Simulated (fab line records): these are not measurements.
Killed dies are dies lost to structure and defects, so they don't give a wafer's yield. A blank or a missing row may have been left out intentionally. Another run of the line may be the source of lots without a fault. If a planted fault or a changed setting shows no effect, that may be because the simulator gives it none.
A struck lot beside a sound one    flow sky130    16 steps out of a route of 708
Sound: the wafers L575.3, L575.4, L575.6. The struck wafers were L571.1, L571.4, L571.5. Last of all comes the cause.
Per side, at each step with rows, come the tool, then ch with its chambers, and then its first start. Under that, the readings that differ: sound wafers    struck wafers    difference of the means    sigmas: that difference in standard deviations of wafers without a fault.
alike: a reading whose means differ by less than 2 such deviations, as well as words and numbers matching on both sides. not compared: withheld readings; readings where some wafer has no value; bounds like >300 that might hide an equal value; numbers whose values overlap and for which the record gives no deviation.
A row with sigmas, a row that says differs or no value, or rows on one side alone: a step with any of these is where the two part. Non-overlapping numbers with no deviation appear without sigmas and do not part them. A reading missing from all wafers of one side parts the sides only when that side holds two or more wafers.

SKY_LDD_P_OVL_MEAS_08:
  struck on overlay-02, day 23 08:01; sound on overlay-02, day 24 15:05
  alike: LDD_P_OVL
following that, these wafers have no rows for 1 step: SKY_LDD_P_IMPLANT_09.
SKY_LDD_P_STRIP_10: strips in O2/N2.
  sound on plasma asher-03 ch 0,1, day 24 15:17; struck on plasma asher-01 ch 0,1, day 23 08:12
  alike: drypump motor current A, oes product au, strip time to endpoint s
  not compared: rf hours counter h
SKY_LDD_P_TW_MEAS_11:
  struck on film metro-01, day 23 08:18; sound on film metro-03, day 24 15:22
reading   sound        struck       difference  sigmas
LDD_P_TW  620 617 621  638 643 640  +21         +3
then, 7 steps without rows for these wafers: SKY_LDD_HVN_DEHYDRATE_00 (time 60 s); SKY_LDD_HVN_HMDS_01 (prime time 60 s); SKY_LDD_HVN_COAT_02 (resist thk 300 nm); SKY_LDD_HVN_SOFTBAKE_03 (time 60 s); SKY_LDD_HVN_EXPOSE_04 (exposes mask HVNTM, target cd 700 nm); SKY_LDD_HVN_PEB_05; SKY_LDD_HVN_DEVELOP_06 (develop time 60 s).
SKY_LDD_HVN_OVL_MEAS_07:
  struck on overlay-01, day 24 14:33; sound on overlay-02, day 25 21:14
  alike: LDD_HVN_OVL
SKY_LDD_HVN_IMPLANT_08:
  sound on implanter-03 ch 0, day 25 21:19; struck on implanter-02 ch 0, day 24 14:35
reading                    sound                 struck                difference  sigmas
beam energy keV            60.006 60.002 59.981  48.961 48.962 48.947  -11.040     -99 or more
model.implant.rp nm (nm)   55.05 55.05 55.05     44.98 44.98 44.98     -10.07      
model.implant.drp nm (nm)  28.15 28.15 28.15     23.7 23.7 23.7        -4.4        
SKY_LDD_HVN_STRIP_09: strips in O2/N2.
  sound on plasma asher-02 ch 0,1, day 25 21:27; struck on plasma asher-04 ch 0,1, day 24 14:44
  alike: drypump motor current A, oes product au, strip time to endpoint s
  not compared: rf hours counter h
SKY_LDD_HVN_TW_MEAS_10:
  struck on film metro-04, day 24 15:04; sound on film metro-01, day 25 21:32
reading     sound           struck          difference  sigmas
LDD_HVN_TW  1430 1436 1435  1339 1341 1342  -93         -8
  not compared: hold
-- a jump in the record: the struck wafers' starts before and after are 24 days apart (it breaks off in module LDD_HVN and resumes in module PAD_OPEN, where the first step shown is number 708 of the route) --
SKY_PAD_OPEN_PROBE_99:
  struck on prober-02, day 48 17:43; sound on prober-02, day 49 15:04
reading                                  sound              struck               difference  sigmas
model.etest.tip_n_5v.rs ohm sq           1402 1403 1407     1536 1537 1538       +133        
model.etest.nfet g5v0d10v5.vt sat v (V)  0.7794 0.77 0.779  0.7891 0.7827 0.794  +0.0125     
  alike: killed_at_M0_to_M3, killed_at_M4_up, killed at contacts, killed at front end, killed at other, killed dies, killed open, killed short
  not compared: model.etest.nfet g5v0d10v5.r on ohm um, model.etest.nfet g5v0d10v5.vt v

WHERE THEY PART
Earliest at SKY_LDD_P_TW_MEAS_11; latest, in this record, at SKY_LDD_HVN_TW_MEAS_10. Later steps at which nothing parts them and some readings are alike: SKY_PAD_OPEN_PROBE_99.

WHY: the cause the simulator had injected
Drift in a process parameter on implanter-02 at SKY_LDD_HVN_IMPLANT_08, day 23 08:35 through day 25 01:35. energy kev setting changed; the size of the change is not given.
